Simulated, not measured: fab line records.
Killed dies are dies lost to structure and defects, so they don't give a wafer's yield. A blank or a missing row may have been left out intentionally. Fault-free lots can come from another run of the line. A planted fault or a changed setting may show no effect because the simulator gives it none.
8D (eight disciplines) problem report, filled in by code :: flow gf180mcu :: the parts of the form that need people (team, actions taken, sign-off) are left out

== 1. WHAT IS WRONG ==
Across 9 wafers from 3 lots, MVSD_RS at GF_VT_IMPLANT_RS_MEAS_46 averages 444.2 ohm/sq, while fault-free wafers read 457.1 ohm/sq with a standard deviation of 1. That puts it -13 standard deviations away from the usual mean.
The step: measures by four-point-probe.
The first sign was on wafer L612.3 at day 10 15:25, on film metro-03. The record holds 39 wafers of 13 lots with a number at this step. The rule behind "out" and "out of limits": a value lying over 4 standard deviations away from the usual mean. Any other wafer with a number is counted as sound.

== 2. WHAT IT IS, AND WHAT IT ISN'T ==
question: which readings at this step
is: MVSD_RS
is not: -

question: which lots
is: L612, L617, L620
is not: L603, L606, L608, L610, L611, L613, L614, L621, L622, L623

question: which wafers of those lots
is: all that have a number
is not: -

question: read on which gauges
is: film metro-02, film metro-03, film metro-04
is not: -

question: when
is: from day 10 15:25
is not: up to then (15 sound wafers); but 15 sound wafers of L613, L614, L621, L622, L623 came after

== 3. SUSPECTS, AND WHAT RULES EACH OUT ==
Counting: a tool stays on the suspect list if, at a process step up to the reading, it processed all lots that are out and no sound lot following the first of them.
- the gauge at GF_VT_IMPLANT_RS_MEAS_46: ruled out. The wafers that are out were read on 3 gauges (film metro-02, film metro-03, film metro-04).
- cmp-01 at GF_STI_CMP_25 (polishes, stops on Si3N4, t overpolish 33 s, target thk 524.6 nm): ruled out as a lasting fault. The sound lots L621 went through it after L612, its earliest lot that is out (day 4 12:19).
- implanter-01 at GF_MVSD_IMPLANT_08: kept. It processed each lot that is out, first L612 at day 7 03:04, and no sound lot thereafter; up to then, the last sound lot it processed was L611 at day 6 19:56. On those wafers its own readings are out: beam energy keV.
Left after counting: implanter-01 at GF_MVSD_IMPLANT_08.

== 4. THE CAUSE (what the simulator had put in) ==
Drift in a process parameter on implanter-01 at GF_MVSD_IMPLANT_08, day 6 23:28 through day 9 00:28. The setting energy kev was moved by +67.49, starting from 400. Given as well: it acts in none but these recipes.
Counting left only this tool.

== 5. THE EFFECT CHAIN, in route order ==
Rows list readings where the struck wafers' mean (over those with a number) sits beyond 3 standard deviations from the usual. Readings are gone through only where the record gives a usual standard deviation; hours: the median, over the lots, of the time from a lot's start at the first step in this table giving one to that lot's start at this step; sigmas: the change measured in usual standard deviations.
hours: 0
step: GF_MVSD_IMPLANT_08
reading: beam energy keV
usual: 400.00
on struck wafers: 467.51
change: +67.51
sigmas: +99 or more

hours: 90
step: GF_VT_IMPLANT_RS_MEAS_46
reading: MVSD_RS
usual: 457.1 ohm/sq
on struck wafers: 444.2
change: -12.9
sigmas: -13
Process steps it contains:
- GF_MVSD_IMPLANT_08

== 6. WHAT WOULD HAVE CAUGHT IT SOONER ==
88 hours passed between the start of the fault at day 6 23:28 and the first reading out of limits at a measuring or inspecting step in this record, taken at day 10 15:25.
The tool's own readings at GF_MVSD_IMPLANT_08 were out on every struck wafer that the step has a row for (beam energy keV): an alarm limit on them would have fired on the first of those.
Lots out: 3; all had begun GF_MVSD_IMPLANT_08 on implanter-01 by day 10 15:25. None of them would have been spared by holding the tool at that moment.
